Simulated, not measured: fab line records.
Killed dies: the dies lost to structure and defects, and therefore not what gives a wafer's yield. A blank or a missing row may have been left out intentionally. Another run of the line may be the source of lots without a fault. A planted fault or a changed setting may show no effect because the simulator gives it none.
Which of the tools did it? || flow sky130 || Sampling: 12 lots, 34 wafers, 6 of 708 route steps

== WHAT THE GAUGES READ, wafer by wafer ==
SKY_RES_XHIGH_TW_MEAS_09.
{"lot": "L587", "measured": "day 26 22:44", "on": "film_metro-03", "RES_XHIGH_TW": "1648 1642 1635"}
{"lot": "L588", "measured": "day 27 03:13", "on": "film_metro-02", "RES_XHIGH_TW": "1636 1637 1632"}
{"lot": "L589", "measured": "day 27 15:50", "on": "film_metro-01", "RES_XHIGH_TW": "1650 1665 1657"}
{"lot": "L590", "measured": "day 28 08:49", "on": "film_metro-01", "RES_XHIGH_TW": "1652 1652 1649"}
{"lot": "L595", "measured": "day 30 07:43", "on": "film_metro-01", "RES_XHIGH_TW": "1658 1664 1667"}
{"lot": "L596", "measured": "day 30 13:46", "on": "film_metro-01", "RES_XHIGH_TW": "1652 1667 1654"}
{"lot": "L597", "measured": "day 30 14:59", "on": "film_metro-02", "RES_XHIGH_TW": "1636 1634 1634"}
{"lot": "L598", "measured": "day 31 06:16", "on": "film_metro-02", "RES_XHIGH_TW": "1624 1629 1624"}
{"lot": "L604", "measured": "day 33 02:50", "on": "film_metro-01", "RES_XHIGH_TW": "1661 1648"}
{"lot": "L606", "measured": "day 33 12:40", "on": "film_metro-02", "RES_XHIGH_TW": "1634 1630"}
{"lot": "L607", "measured": "day 33 20:51", "on": "film_metro-02", "RES_XHIGH_TW": "1639 1637 1629"}
{"lot": "L609", "measured": "day 34 13:10", "on": "film_metro-03", "RES_XHIGH_TW": "1640 1647 1645"}

SKY_SD_N_CD_MEAS_07: target cd 380 nm.
{"lot": "L587", "measured": "day 28 04:17", "on": "cd_sem-02", "cd_nm (nm)": "376.3 376.3 376.5"}
{"lot": "L588", "measured": "day 28 08:34", "on": "cd_sem-02", "cd_nm (nm)": "376.3 376.1 378.1"}
{"lot": "L589", "measured": "day 28 20:49", "on": "cd_sem-01", "cd_nm (nm)": "378.4 375.5 375.2"}
{"lot": "L590", "measured": "day 29 13:34", "on": "cd_sem-01", "cd_nm (nm)": "383.6 384.1 382.6"}
{"lot": "L595", "measured": "day 31 12:16", "on": "cd_sem-01", "cd_nm (nm)": "381.8 379.7 381.3"}
{"lot": "L596", "measured": "day 31 18:46", "on": "cd_sem-01", "cd_nm (nm)": "378.2 379.1 381.4"}
{"lot": "L597", "measured": "day 31 19:04", "on": "cd_sem-02", "cd_nm (nm)": "376.3 378.1 379.8"}
{"lot": "L598", "measured": "day 32 10:13", "on": "cd_sem-02", "cd_nm (nm)": "380.1 380.9 381.7"}
{"lot": "L604", "measured": "day 34 05:11", "on": "cd_sem-02", "cd_nm (nm)": "375.5 373.4"}
{"lot": "L606", "measured": "day 34 14:43", "on": "cd_sem-02", "cd_nm (nm)": "381.5 379.4"}
{"lot": "L607", "measured": "day 34 23:17", "on": "cd_sem-01", "cd_nm (nm)": "378.1 376.5 377.1"}
{"lot": "L609", "measured": "day 35 14:56", "on": "cd_sem-02", "cd_nm (nm)": "378.8 380.3 380.3"}

SKY_SD_N_RS_MEAS_16: measures by four-point-probe.
{"lot": "L587", "measured": "day 28 05:07", "on": "film_metro-03", "SD_N_RS (ohm/sq)": "68.68 68.53 68.54"}
{"lot": "L588", "measured": "day 28 09:25", "on": "film_metro-03", "SD_N_RS (ohm/sq)": "68.85 68.82 68.69"}
{"lot": "L589", "measured": "day 28 21:39", "on": "film_metro-02", "SD_N_RS (ohm/sq)": "68.50 68.33 68.39"}
{"lot": "L590", "measured": "day 29 14:25", "on": "film_metro-02", "SD_N_RS (ohm/sq)": "68.54 68.64 68.69"}
{"lot": "L595", "measured": "day 31 13:07", "on": "film_metro-01", "SD_N_RS (ohm/sq)": "68.52 68.36 68.52"}
{"lot": "L596", "measured": "day 31 19:36", "on": "film_metro-02", "SD_N_RS (ohm/sq)": "68.58 68.41 68.68"}
{"lot": "L597", "measured": "day 31 19:55", "on": "film_metro-01", "SD_N_RS (ohm/sq)": "68.28 68.49 68.30"}
{"lot": "L598", "measured": "day 32 11:07", "on": "film_metro-01", "SD_N_RS (ohm/sq)": "68.35 68.50 68.52"}
{"lot": "L604", "measured": "day 34 06:01", "on": "film_metro-01", "SD_N_RS (ohm/sq)": "67.49 67.60"}
{"lot": "L606", "measured": "day 34 15:34", "on": "film_metro-02", "SD_N_RS (ohm/sq)": "67.62 67.69"}
{"lot": "L607", "measured": "day 35 00:08", "on": "film_metro-01", "SD_N_RS (ohm/sq)": "68.45 68.50 68.41"}
{"lot": "L609", "measured": "day 35 15:46", "on": "film_metro-03", "SD_N_RS (ohm/sq)": "68.78 68.90 68.71"}

SKY_SD_N_RS_MEAS_17: measures by four-point-probe.
{"lot": "L587", "measured": "day 28 05:14", "on": "film_metro-03", "SD_P_RS (ohm/sq)": "147.2 147.1 146.9"}
{"lot": "L588", "measured": "day 28 09:32", "on": "film_metro-03", "SD_P_RS (ohm/sq)": "147.4 147.5 147.6"}
{"lot": "L589", "measured": "day 28 21:46", "on": "film_metro-02", "SD_P_RS (ohm/sq)": "147.1 146.9 146.6"}
{"lot": "L590", "measured": "day 29 14:32", "on": "film_metro-02", "SD_P_RS (ohm/sq)": "147.7 147.6 147.6"}
{"lot": "L595", "measured": "day 31 13:14", "on": "film_metro-01", "SD_P_RS (ohm/sq)": "147.2 146.7 146.4"}
{"lot": "L596", "measured": "day 31 19:43", "on": "film_metro-02", "SD_P_RS (ohm/sq)": "147.4 147.1 147.2"}
{"lot": "L597", "measured": "day 31 20:02", "on": "film_metro-01", "SD_P_RS (ohm/sq)": "146.7 146.5 146.6"}
{"lot": "L598", "measured": "day 32 11:14", "on": "film_metro-01", "SD_P_RS (ohm/sq)": "146.9 146.9 146.8"}
{"lot": "L604", "measured": "day 34 06:08", "on": "film_metro-01", "SD_P_RS (ohm/sq)": "142.4 142.1"}
{"lot": "L606", "measured": "day 34 15:41", "on": "film_metro-02", "SD_P_RS (ohm/sq)": "142.3 142.8"}
{"lot": "L607", "measured": "day 35 00:15", "on": "film_metro-01", "SD_P_RS (ohm/sq)": "146.8 146.1 146.7"}
{"lot": "L609", "measured": "day 35 15:53", "on": "film_metro-03", "SD_P_RS (ohm/sq)": "147.1 147.6 147.6"}

== WHAT TOOL EACH LOT RAN ON (gives the tool, then ch and the chambers of the sampled wafers, and finally the start) ==
{"lot": "L587", "SKY_LDD_HVP_STRIP_09": "plasma_asher-03 ch 0,1, day 21 16:15", "SKY_SD_N_RTA_14": "rtp_anneal-02 ch 0, day 28 04:56"}
{"lot": "L588", "SKY_LDD_HVP_STRIP_09": "plasma_asher-03 ch 0,1, day 21 22:56", "SKY_SD_N_RTA_14": "rtp_anneal-01 ch 0, day 28 09:12"}
{"lot": "L589", "SKY_LDD_HVP_STRIP_09": "plasma_asher-03 ch 0,1, day 22 09:16", "SKY_SD_N_RTA_14": "rtp_anneal-02 ch 0, day 28 21:29"}
{"lot": "L590", "SKY_LDD_HVP_STRIP_09": "plasma_asher-01 ch 0,1, day 23 05:07", "SKY_SD_N_RTA_14": "rtp_anneal-01 ch 0, day 29 14:14"}
{"lot": "L595", "SKY_LDD_HVP_STRIP_09": "plasma_asher-01 ch 0,1, day 25 07:20", "SKY_SD_N_RTA_14": "rtp_anneal-02 ch 0, day 31 12:56"}
{"lot": "L596", "SKY_LDD_HVP_STRIP_09": "plasma_asher-03 ch 1, day 25 12:38", "SKY_SD_N_RTA_14": "rtp_anneal-01 ch 0, day 31 19:26"}
{"lot": "L597", "SKY_LDD_HVP_STRIP_09": "plasma_asher-03 ch 0,1, day 25 15:08", "SKY_SD_N_RTA_14": "rtp_anneal-02 ch 0, day 31 19:44"}
{"lot": "L598", "SKY_LDD_HVP_STRIP_09": "plasma_asher-01 ch 0,1, day 26 05:46", "SKY_SD_N_RTA_14": "rtp_anneal-01 ch 0, day 32 10:56"}
{"lot": "L604", "SKY_LDD_HVP_STRIP_09": "plasma_asher-01 ch 1, day 28 07:50", "SKY_SD_N_RTA_14": "rtp_anneal-01 ch 0, day 34 05:50"}
{"lot": "L606", "SKY_LDD_HVP_STRIP_09": "plasma_asher-02 ch 0,1, day 28 16:02", "SKY_SD_N_RTA_14": "rtp_anneal-01 ch 0, day 34 15:22"}
{"lot": "L607", "SKY_LDD_HVP_STRIP_09": "plasma_asher-01 ch 0,1, day 29 02:35", "SKY_SD_N_RTA_14": "rtp_anneal-02 ch 0, day 34 23:56"}
{"lot": "L609", "SKY_LDD_HVP_STRIP_09": "plasma_asher-01 ch 0,1, day 29 18:02", "SKY_SD_N_RTA_14": "rtp_anneal-02 ch 0, day 35 15:35"}
- SKY_LDD_HVP_STRIP_09: strips in O2/N2.
- SKY_SD_N_RTA_14: time 2 s.

== AS READ BY THE TOOLS THEMSELVES (means over the sampled wafers that have a number; for cases with no such wafer, the mark the record gives instead) ==
SKY_LDD_HVP_STRIP_09.
{"lot": "L587", "tool": "plasma_asher-03", "drypump_motor_current_A (A)": 5.6, "oes_product_au (a.u.)": 0.411, "strip_time_to_endpoint_s (s)": 4.111}
{"lot": "L588", "tool": "plasma_asher-03", "drypump_motor_current_A (A)": 5.6, "oes_product_au (a.u.)": 0.407, "strip_time_to_endpoint_s (s)": 4.147}
{"lot": "L589", "tool": "plasma_asher-03", "drypump_motor_current_A (A)": 5.7, "oes_product_au (a.u.)": 0.408, "strip_time_to_endpoint_s (s)": 4.151}
{"lot": "L590", "tool": "plasma_asher-01", "drypump_motor_current_A (A)": 5.7, "oes_product_au (a.u.)": 0.404, "strip_time_to_endpoint_s (s)": 4.135}
{"lot": "L595", "tool": "plasma_asher-01", "drypump_motor_current_A (A)": 5.7, "oes_product_au (a.u.)": 0.408, "strip_time_to_endpoint_s (s)": 4.125}
{"lot": "L596", "tool": "plasma_asher-03", "drypump_motor_current_A (A)": 5.8, "oes_product_au (a.u.)": 0.408, "strip_time_to_endpoint_s (s)": 4.150}
{"lot": "L597", "tool": "plasma_asher-03", "drypump_motor_current_A (A)": 5.7, "oes_product_au (a.u.)": 0.407, "strip_time_to_endpoint_s (s)": 4.128}
{"lot": "L598", "tool": "plasma_asher-01", "drypump_motor_current_A (A)": 5.4, "oes_product_au (a.u.)": 0.407, "strip_time_to_endpoint_s (s)": 4.162}
{"lot": "L604", "tool": "plasma_asher-01", "drypump_motor_current_A (A)": 6.1, "oes_product_au (a.u.)": 0.406, "strip_time_to_endpoint_s (s)": 4.123}
{"lot": "L606", "tool": "plasma_asher-02", "drypump_motor_current_A (A)": 5.5, "oes_product_au (a.u.)": 0.407, "strip_time_to_endpoint_s (s)": 4.127}
{"lot": "L607", "tool": "plasma_asher-01", "drypump_motor_current_A (A)": 5.7, "oes_product_au (a.u.)": 0.408, "strip_time_to_endpoint_s (s)": 4.146}
{"lot": "L609", "tool": "plasma_asher-01", "drypump_motor_current_A (A)": 5.7, "oes_product_au (a.u.)": 0.411, "strip_time_to_endpoint_s (s)": 4.148}

SKY_SD_N_RTA_14.
{"lot": "L587", "tool": "rtp_anneal-02", "lamp_power_pct (%)": 15.73, "ramp_down_c_per_s": 89.983, "wafer_temp_C_max": 1078.0}
{"lot": "L588", "tool": "rtp_anneal-01", "lamp_power_pct (%)": 15.69, "ramp_down_c_per_s": 90.000, "wafer_temp_C_max": 1077.9}
{"lot": "L589", "tool": "rtp_anneal-02", "lamp_power_pct (%)": 15.68, "ramp_down_c_per_s": 89.998, "wafer_temp_C_max": 1078.0}
{"lot": "L590", "tool": "rtp_anneal-01", "lamp_power_pct (%)": 15.70, "ramp_down_c_per_s": 89.995, "wafer_temp_C_max": 1078.2}
{"lot": "L595", "tool": "rtp_anneal-02", "lamp_power_pct (%)": 15.73, "ramp_down_c_per_s": 90.001, "wafer_temp_C_max": 1078.9}
{"lot": "L596", "tool": "rtp_anneal-01", "lamp_power_pct (%)": 15.73, "ramp_down_c_per_s": 89.991, "wafer_temp_C_max": 1078.1}
{"lot": "L597", "tool": "rtp_anneal-02", "lamp_power_pct (%)": 15.74, "ramp_down_c_per_s": 90.001, "wafer_temp_C_max": 1078.0}
{"lot": "L598", "tool": "rtp_anneal-01", "lamp_power_pct (%)": 15.74, "ramp_down_c_per_s": 90.011, "wafer_temp_C_max": 1077.7}
{"lot": "L604", "tool": "rtp_anneal-01", "lamp_power_pct (%)": 15.79, "ramp_down_c_per_s": 90.001, "wafer_temp_C_max": 1083.9}
{"lot": "L606", "tool": "rtp_anneal-01", "lamp_power_pct (%)": 15.76, "ramp_down_c_per_s": 90.002, "wafer_temp_C_max": 1082.9}
{"lot": "L607", "tool": "rtp_anneal-02", "lamp_power_pct (%)": 15.72, "ramp_down_c_per_s": 89.995, "wafer_temp_C_max": 1077.8}
{"lot": "L609", "tool": "rtp_anneal-02", "lamp_power_pct (%)": 15.72, "ramp_down_c_per_s": 89.997, "wafer_temp_C_max": 1077.1}

== THE ANSWER, worked out from the rows above alone ==
Rule: the usual values come from the lots themselves. The widest of any qualifying gaps counts: lots, ordered by their means at a reading, are off when they make up no more than a third of the lots, leave a main group of 4 or more, and stand apart from it by 3 or more times the standard deviation of that group's means. The tables above print the reading to a certain number of digits; a main group whose means all agree to those digits is not used. A lot without any number at a reading at which 4 lots or more have one is off too. Any other lot the step has rows for is counted as sound. The gauges are gone through in route order, then the tools' own readings, and for those a lot's mean is taken as printed above. The first step at which some lot is off is used, and at that step the reading that is off furthest; a lot without a number counts as furthest.
Off: L604, L606, at SKY_SD_N_RS_MEAS_16 (SD_N_RS). For the main group the mean is 68.55 ohm/sq and the standard deviation 0.14.
If a tool, at a process step before that reading, ran all the lots that are off and no sound lot after the first of them, it fits. The gauges at SKY_SD_N_RS_MEAS_16 aren't tried: what is off there is off at SKY_SD_N_RTA_14 too, on other tools, and a gauge's error can't cause that. One fits: SKY_SD_N_RTA_14 on rtp_anneal-01. A fault onset in the window from L598 (day 32 10:56, its last sound lot) to L604 (day 34 05:50, its first lot off) fits.
On the lots that are off, the tool's own readings at SKY_SD_N_RTA_14 differ by more than 5 times the standard deviation of the sound lots' means, which bears it out; wafer_temp_C_max reads 1083.4 there versus 1078.0 on the sound lots.

== WHAT WAS PUT IN BY THE SIMULATOR ==
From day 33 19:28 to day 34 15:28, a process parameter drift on rtp_anneal-01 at SKY_SD_N_RTA_14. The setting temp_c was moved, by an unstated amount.
Shown lots that were struck: L604, L606. Same finding as the rule above.
